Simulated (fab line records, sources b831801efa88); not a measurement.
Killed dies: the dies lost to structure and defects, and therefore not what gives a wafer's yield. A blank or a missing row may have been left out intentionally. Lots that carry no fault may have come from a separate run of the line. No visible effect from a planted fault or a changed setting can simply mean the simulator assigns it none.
Chamber matching	flow sky130	SKY_CONTACT_ETCH_16 on rie-diel-02 has 4 sister chambers
The step etches BARC in N2/H2, stops on SiO2, time 45.9 s, target depth 60 nm. 4 wafers are shown with their chamber, then 7 later ones without.

EACH WAFER AND ITS CHAMBER
wafer	chamber	drypump-motor-current-A (A)
L210.1	3	5.7
L214.2	0	5.5
L231.1	2	5.3
L231.3	1	5.9

WAFERS MISSING THEIR CHAMBER
wafer	drypump-motor-current-A (A)
L231.5	5.3
L232.2	5.4
L232.3	5.7
L232.6	5.7
L233.2	5.3
L233.3	5.8
L233.5	5.3

CHAMBER TAKEN BY EACH
wafer	from the rows above	in truth
L231.5	2	2
L232.2	can't be placed: 0 or 2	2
L232.3	3	3
L232.6	3	3
L233.2	2	2
L233.3	can't be placed: 3 or 1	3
L233.5	2	2
Placed correctly: 5 of 7. Unplaceable from these rows: 2, with the true chamber sitting among the candidates in 2. Wrongly placed: 0.
How it was worked out, from the rows above alone: a wafer's distance from a chamber is the root of the sum, over the readings, of the square of ((its reading less the chamber's mean) divided by the reading's scatter). The wafer belongs to the nearest chamber; if the next one is less than 2 further off, it can't be placed. A chamber's mean is the mean of its shown wafers. The scatter: with one shown wafer a chamber, the root of the mean of the squares of how far each hidden wafer lies from its nearest shown one.
